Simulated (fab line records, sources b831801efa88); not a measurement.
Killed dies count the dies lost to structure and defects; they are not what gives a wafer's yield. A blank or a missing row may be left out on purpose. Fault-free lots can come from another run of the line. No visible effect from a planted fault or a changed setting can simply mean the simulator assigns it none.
Comparing a struck lot with a sound one ; flow sky130 ; 20 out of 708 route steps
Sound: the wafers L451.2, L451.4, L451.5. Wafers L459.1, L459.3, L459.5 were the ones struck. The cause is named last.
For every step that has rows: the tool of each side, followed by ch and its chambers, followed by its first start. Under that, the readings that differ: sound wafers ; struck wafers ; difference of the means ; sigmas: that difference in standard deviations of wafers without a fault.
alike: readings with means less than 2 such deviations apart, plus words and numbers identical on both sides. not compared: withheld readings, readings lacking a value on some wafer, bounds such as >300 that could conceal the same value, and numbers that have no deviation in the record and whose values overlap.
A row with sigmas, a row that says differs or no value, or rows on one side alone: a step with any of these is where the two part. Non-overlapping numbers with no deviation appear without sigmas and do not part them. Lack of a reading on every wafer of one side parts them only where that side has two or more wafers.

SKY_POLY_GATE_THK_MEAS_21:
  sound on filmMetro-04, day 16 18:54; struck on filmMetro-01, day 19 17:40
  alike: POLY_GATE_OXIDATION_THK
SKY_POLY_GATE_CD_MEAS_22:
  sound on cdSem-01, day 16 18:59; struck on cdSem-02, day 19 17:44
  alike: cdNm
then, 7 steps without rows for these wafers: SKY_LDD_N_DEHYDRATE_00 (time 60 s); SKY_LDD_N_HMDS_01 (prime time 60 s); SKY_LDD_N_COAT_02 (resist thk 300 nm); SKY_LDD_N_SOFTBAKE_03 (time 60 s); SKY_LDD_N_EXPOSE_04 (exposes mask NTM, target cd 840 nm); SKY_LDD_N_PEB_05; SKY_LDD_N_DEVELOP_06 (develop time 60 s).
SKY_LDD_N_OVL_MEAS_07:
  sound on overlay-01, day 17 23:34; struck on overlay-02, day 21 00:58
  alike: LDD_N_OVL
then, 2 steps without rows for these wafers: SKY_LDD_N_IMPLANT_08; SKY_LDD_N_IMPLANT_09.
SKY_LDD_N_IMPLANT_10:
  struck on implanter-03, day 21 01:18; sound on implanter-01 ch 0, day 17 23:56
  no value came back on the struck wafers for beamEnergyKeV, beamOnS (s); on the sound wafers beamEnergyKeV reads 20.005 20.000 20.004
then, 5 steps without rows for these wafers: SKY_LDD_N_IMPLANT_11; SKY_LDD_N_IMPLANT_12; SKY_LDD_N_IMPLANT_13; SKY_LDD_N_IMPLANT_14; SKY_LDD_N_IMPLANT_15.
SKY_LDD_N_STRIP_16: strips in O2/N2.
  sound on plasmaAsher-04 ch 0, day 18 00:48; struck on plasmaAsher-04 ch 0,1, day 21 02:12
reading;sound;struck;difference;sigmas
stripTimeToEndpointS (s);4.334 4.328 4.305;4.132 4.141 4.130;-0.188;-12
  alike: drypumpMotorCurrentA, n2FlowSccm, oesProductAu
  not compared: rfHoursCounterH
SKY_LDD_N_TW_MEAS_17:
  sound on filmMetro-01, day 18 00:55; struck on filmMetro-01, day 21 02:18
reading;sound;struck;difference;sigmas
LDD_N_TW;2604 2609 2614;2454 2462 2451;-153;-7

WHERE THEY PART
Last at SKY_LDD_N_TW_MEAS_17 as far as this record goes, first at SKY_LDD_N_IMPLANT_10.

WHY: the cause the simulator had injected
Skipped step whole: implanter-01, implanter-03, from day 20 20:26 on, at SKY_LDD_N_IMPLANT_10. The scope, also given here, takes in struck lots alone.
